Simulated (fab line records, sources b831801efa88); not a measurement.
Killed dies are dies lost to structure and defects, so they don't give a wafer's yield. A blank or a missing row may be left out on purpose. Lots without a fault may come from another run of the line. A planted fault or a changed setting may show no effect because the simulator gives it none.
Which tool did it? | flow sky130 | 13 lots, 39 wafers sampled, at 4 steps of a route of 708

WHAT THE GAUGES READ, wafer by wafer
SKY_LDD_HVN_TW_MEAS_10.
lot  | measured     | on            | LDD_HVN_TW
L428 | day 21 09:26 | film_metro-03 | 1432 1434 1429
L429 | day 21 19:28 | film_metro-01 | 1434 1444 1437
L431 | day 22 11:05 | film_metro-03 | 1430 1423 1433
L433 | day 23 03:02 | film_metro-03 | 1436 1435 1441
L432 | day 23 05:43 | film_metro-01 | 1455 1462 1453
L436 | day 23 15:38 | film_metro-02 | 1434 1438 1434
L437 | day 25 02:46 | film_metro-03 | 30 30 30
L444 | day 26 14:36 | film_metro-02 | 1437 1427 1435
L445 | day 26 17:31 | film_metro-03 | 1430 1417 1427
L447 | day 27 11:53 | film_metro-03 | 1427 1430 1433
L448 | day 27 19:46 | film_metro-01 | 1450 1453 1454
L449 | day 27 21:35 | film_metro-02 | 1435 1432 1439
L450 | day 28 07:20 | film_metro-03 | 1427 1430 1428

WHICH TOOL RAN EACH LOT (tool, then ch and the chambers of the sampled wafers, then the start)
lot  | SKY_VT_ADJUST_HVTP_STRIP_10          | SKY_LDD_P_STRIP_10                   | SKY_LDD_HVN_STRIP_09
L428 | plasma_asher-03 ch 0,1, day 6 22:37  | plasma_asher-02 ch 0,1, day 20 01:58 | plasma_asher-02 ch 0,1, day 21 09:21
L429 | plasma_asher-01 ch 0,1, day 6 22:43  | plasma_asher-04 ch 0,1, day 20 11:57 | plasma_asher-04 ch 0,1, day 21 19:22
L431 | plasma_asher-03 ch 0,1, day 7 16:41  | plasma_asher-04 ch 0,1, day 21 03:49 | plasma_asher-04 ch 0,1, day 22 10:59
L433 | plasma_asher-01 ch 0,1, day 7 23:13  | plasma_asher-02 ch 0,1, day 21 20:03 | plasma_asher-04 ch 0,1, day 23 02:56
L432 | plasma_asher-01 ch 0,1, day 8 01:24  | plasma_asher-02 ch 0,1, day 21 22:35 | plasma_asher-01 ch 0,1, day 23 05:37
L436 | plasma_asher-03 ch 0,1, day 8 12:16  | plasma_asher-02 ch 0,1, day 22 09:25 | plasma_asher-02 ch 0,1, day 23 15:33
L437 | plasma_asher-04 ch 0, day 8 23:37    | plasma_asher-04 ch 1, day 23 20:26   | plasma_asher-04 ch 0,1, day 25 02:39
L444 | plasma_asher-03 ch 0,1, day 10 12:21 | plasma_asher-03 ch 0,1, day 25 08:53 | plasma_asher-04 ch 0,1, day 26 14:30
L445 | plasma_asher-04 ch 0,1, day 10 17:20 | plasma_asher-03 ch 0,1, day 25 11:17 | plasma_asher-01 ch 0,1, day 26 17:26
L447 | plasma_asher-04 ch 0,1, day 11 09:22 | plasma_asher-03 ch 0,1, day 26 07:07 | plasma_asher-02 ch 0,1, day 27 11:48
L448 | plasma_asher-01 ch 0,1, day 11 14:38 | plasma_asher-02 ch 0,1, day 26 14:36 | plasma_asher-01 ch 0,1, day 27 19:39
L449 | plasma_asher-03 ch 0,1, day 11 18:12 | plasma_asher-03 ch 0,1, day 26 17:00 | plasma_asher-02 ch 0,1, day 27 21:29
L450 | plasma_asher-04 ch 0,1, day 12 01:19 | plasma_asher-04 ch 0,1, day 27 02:17 | plasma_asher-02 ch 0,1, day 28 07:14
- SKY_VT_ADJUST_HVTP_STRIP_10: strips in O2/N2.
- SKY_LDD_P_STRIP_10: strips in O2/N2.
- SKY_LDD_HVN_STRIP_09: strips in O2/N2.

WHAT THE TOOLS THEMSELVES READ (means of the sampled wafers that have a number; where no wafer has one, the mark that the record gives instead)
SKY_VT_ADJUST_HVTP_STRIP_10.
lot  | tool            | drypump_motor_current_A (A) | oes_product_au (a.u.) | strip_time_to_endpoint_s (s)
L428 | plasma_asher-03 | 5.8                         | 0.714                 | 14.24
L429 | plasma_asher-01 | 5.5                         | 0.709                 | 14.17
L431 | plasma_asher-03 | 5.8                         | 0.714                 | 14.17
L433 | plasma_asher-01 | 5.4                         | 0.719                 | 14.19
L432 | plasma_asher-01 | 5.4                         | 0.718                 | 14.13
L436 | plasma_asher-03 | 5.8                         | 0.718                 | 14.16
L437 | plasma_asher-04 | 5.8                         | 0.710                 | 14.16
L444 | plasma_asher-03 | 5.8                         | 0.713                 | 14.19
L445 | plasma_asher-04 | 5.9                         | 0.714                 | 14.20
L447 | plasma_asher-04 | 5.9                         | 0.717                 | 14.17
L448 | plasma_asher-01 | 5.5                         | 0.717                 | 14.18
L449 | plasma_asher-03 | 5.8                         | 0.716                 | 14.22
L450 | plasma_asher-04 | 6.1                         | 0.714                 | 14.15

SKY_LDD_P_STRIP_10.
lot  | tool            | drypump_motor_current_A (A) | oes_product_au (a.u.) | strip_time_to_endpoint_s (s)
L428 | plasma_asher-02 | 5.85                        | 0.713                 | 14.17
L429 | plasma_asher-04 | 6.16                        | 0.722                 | 14.23
L431 | plasma_asher-04 | 5.97                        | 0.715                 | 14.22
L433 | plasma_asher-02 | 5.84                        | 0.716                 | 14.21
L432 | plasma_asher-02 | 5.84                        | 0.715                 | 14.21
L436 | plasma_asher-02 | 5.84                        | 0.714                 | 14.21
L437 | plasma_asher-04 | 6.35                        | 0.928                 | -
L444 | plasma_asher-03 | 5.77                        | 0.717                 | 14.16
L445 | plasma_asher-03 | 5.79                        | 0.718                 | 14.16
L447 | plasma_asher-03 | 5.77                        | 0.719                 | 14.14
L448 | plasma_asher-02 | 5.84                        | 0.718                 | 14.22
L449 | plasma_asher-03 | 5.80                        | 0.712                 | 14.25
L450 | plasma_asher-04 | 5.93                        | 0.712                 | 14.15

SKY_LDD_HVN_STRIP_09.
lot  | tool            | drypump_motor_current_A (A) | oes_product_au (a.u.) | strip_time_to_endpoint_s (s)
L428 | plasma_asher-02 | 5.8                         | 0.409                 | 4.142
L429 | plasma_asher-04 | 6.0                         | 0.409                 | 4.135
L431 | plasma_asher-04 | 6.0                         | 0.409                 | 4.155
L433 | plasma_asher-04 | 6.0                         | 0.413                 | 4.143
L432 | plasma_asher-01 | 5.4                         | 0.409                 | 4.142
L436 | plasma_asher-02 | 5.8                         | 0.402                 | 4.141
L437 | plasma_asher-04 | 6.0                         | 0.716                 | 12.709
L444 | plasma_asher-04 | 6.1                         | 0.414                 | 4.138
L445 | plasma_asher-01 | 5.4                         | 0.411                 | 4.158
L447 | plasma_asher-02 | 5.8                         | 0.407                 | 4.158
L448 | plasma_asher-01 | 5.4                         | 0.405                 | 4.140
L449 | plasma_asher-02 | 5.8                         | 0.411                 | 4.144
L450 | plasma_asher-02 | 5.8                         | 0.409                 | 4.158

THE ANSWER, worked out from the rows above alone
Rule: what is usual is taken from the lots themselves. Put in order of their means at a reading, lots are off if they are a third of the lots or fewer, leave a main group of 4 or more, and stand apart from it by a gap of 3 or more times the standard deviation of the main group's means; of several such gaps the widest counts. A main group whose means are all the same, to the digits that the tables above print for the reading, isn't used. A lot without any number at a reading at which 4 lots or more have one is off too. The other lots that the step has rows for count as sound. The gauges are gone through in route order, then the tools' own readings, and for those a lot's mean is taken as printed above. The first step at which some lot is off is used, and at that step the reading that is off furthest; a lot without a number counts as furthest.
Off: L437, at SKY_LDD_HVN_TW_MEAS_10 (LDD_HVN_TW). The main group: mean 1436, standard deviation 9.2.
A tool fits if, at a process step before that reading, it ran every lot that is off, and no sound lot after the first of them. The gauges at SKY_LDD_HVN_TW_MEAS_10 aren't tried: what is off there is off at SKY_LDD_P_STRIP_10 too, on other tools, and a gauge's error can't cause that. None of those tried fits.

WHAT THE SIMULATOR HAD PUT IN
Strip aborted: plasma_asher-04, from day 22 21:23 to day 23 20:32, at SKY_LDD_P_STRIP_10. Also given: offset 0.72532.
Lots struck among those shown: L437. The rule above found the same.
